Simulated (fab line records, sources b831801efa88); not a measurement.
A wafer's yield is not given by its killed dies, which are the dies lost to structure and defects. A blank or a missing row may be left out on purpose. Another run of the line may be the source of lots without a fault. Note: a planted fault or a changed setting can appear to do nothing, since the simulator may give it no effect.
Which tool is to blame?    flow sky130    33 wafers from 11 lots sampled at 3 of the route's 708 steps

## WHAT THE GAUGES READ, wafer by wafer
SKY_VT_ADJUST_HVTP_TW_MEAS_11. Usual: VT_ADJUST_HVTP_TW gives 1348 (standard deviation 8.2).
lot   measured      on             VT_ADJUST_HVTP_TW  flag
L568  day 6 21:37   film-metro-01  1344 1346 1351     
L569  day 6 23:39   film-metro-01  1339 1347 1343     
L571  day 7 07:52   film-metro-03  1351 1352 1357     
L572  day 7 17:22   film-metro-03  1356 1356 1357     
L575  day 8 05:01   film-metro-03  1702 1691 1702     OFF
L576  day 8 11:18   film-metro-03  1700 1696 1691     OFF
L577  day 8 20:17   film-metro-01  1669 1675 1673     OFF
L580  day 9 09:43   film-metro-04  1356 1354 1354     
L584  day 10 10:33  film-metro-03  1349 1359 1358     
L585  day 10 18:33  film-metro-03  1352 1351 1353     
L590  day 12 03:29  film-metro-03  1346 1351 1340     

## WHICH TOOL RAN EACH LOT (tool, then ch and the chambers of the sampled wafers, then the start)
lot   SKY_PWDE_STRIP_09                    SKY_VT_ADJUST_HVTP_IMPLANT_09
L568  plasma-asher-03 ch 0,1, day 4 12:20  implanter-04 ch 0, day 6 21:22
L569  plasma-asher-01 ch 0,1, day 4 15:45  implanter-04 ch 0, day 6 23:24
L571  plasma-asher-04 ch 0,1, day 4 22:53  implanter-01 ch 0, day 7 07:38
L572  plasma-asher-04 ch 0,1, day 5 06:23  implanter-01 ch 0, day 7 17:08
L575  plasma-asher-04 ch 0,1, day 5 17:39  implanter-01 ch 0, day 8 04:26
L576  plasma-asher-03 ch 0,1, day 5 22:36  implanter-02 ch 0, day 8 10:44
L577  plasma-asher-04 ch 0,1, day 6 06:35  implanter-02 ch 0, day 8 19:46
L580  plasma-asher-03 ch 0,1, day 6 19:29  implanter-04 ch 0, day 9 09:30
L584  plasma-asher-01 ch 0,1, day 7 19:06  implanter-02 ch 0, day 10 10:19
L585  plasma-asher-04 ch 0,1, day 8 01:21  implanter-02 ch 0, day 10 18:19
L590  plasma-asher-04 ch 0,1, day 9 07:14  implanter-04 ch 0, day 12 03:14
- SKY_PWDE_STRIP_09: strips in O2/N2.
- SKY_VT_ADJUST_HVTP_IMPLANT_09

## WHAT THE TOOLS THEMSELVES READ (means of the sampled wafers that have a number; where no wafer has one, the mark that the record gives instead)
SKY_PWDE_STRIP_09. Usual: chamber-pressure-mTorr 1500.1 mTorr, standard deviation 1.5; drypump-motor-current-A 6.0 A, standard deviation 0.39; oes-product-au 0.723 a.u., standard deviation 0.004; strip-time-to-endpoint-s 36.93 s, standard deviation 0.096.
lot   tool             chamber-pressure-mTorr (mTorr)  drypump-motor-current-A (A)  oes-product-au (a.u.)  strip-time-to-endpoint-s (s)  flag
L568  plasma-asher-03  1499.9                          6.2                          0.722                  37.01                         
L569  plasma-asher-01  1499.5                          6.0                          0.720                  36.94                         
L571  plasma-asher-04  1500.4                          5.8                          0.720                  36.86                         
L572  plasma-asher-04  1500.2                          5.8                          0.720                  36.90                         
L575  plasma-asher-04  1500.3                          5.7                          0.724                  36.97                         
L576  plasma-asher-03  1499.5                          6.2                          0.724                  36.92                         
L577  plasma-asher-04  1500.3                          5.8                          0.723                  37.11                         
L580  plasma-asher-03  1499.5                          6.0                          0.724                  36.81                         
L584  plasma-asher-01  1500.4                          6.0                          0.721                  36.91                         
L585  plasma-asher-04  1500.5                          5.8                          0.722                  37.05                         
L590  plasma-asher-04  1498.9                          5.7                          0.724                  36.90                         

SKY_VT_ADJUST_HVTP_IMPLANT_09. Usual: faraday-current-uA reads 24.2 (standard deviation 0.47).
lot   tool          faraday-current-uA  flag
L568  implanter-04  24.2                
L569  implanter-04  24.4                
L571  implanter-01  24.6                
L572  implanter-01  24.3                
L575  implanter-01  24.4                
L576  implanter-02  24.4                
L577  implanter-02  24.1                
L580  implanter-04  24.3                
L584  implanter-02  23.8                
L585  implanter-02  24.2                
L590  implanter-04  24.1                

## THE ANSWER, worked out from the rows above alone
Rule: lot off if the mean of its wafers having a number is beyond 3 standard deviations from the usual mean. A lot without any number at a reading at which 4 lots or more have one is off too. Any other lot the step has rows for is counted as sound. Order of review: gauges by route order, followed by the tools' own readings, for which a lot's mean as printed above is used. The first step at which some lot is off is used, and at that step the reading that is off furthest; a lot without a number counts as furthest.
Off: at SKY_VT_ADJUST_HVTP_TW_MEAS_11 (VT_ADJUST_HVTP_TW), L575, L576, L577.
A tool fits if, at a process step before that reading, it ran every lot that is off, and no sound lot after the first of them. Gauges at SKY_VT_ADJUST_HVTP_TW_MEAS_11: tried the same way as those tools. Not one of the candidates tried fits.

## WHAT THE SIMULATOR HAD PUT IN
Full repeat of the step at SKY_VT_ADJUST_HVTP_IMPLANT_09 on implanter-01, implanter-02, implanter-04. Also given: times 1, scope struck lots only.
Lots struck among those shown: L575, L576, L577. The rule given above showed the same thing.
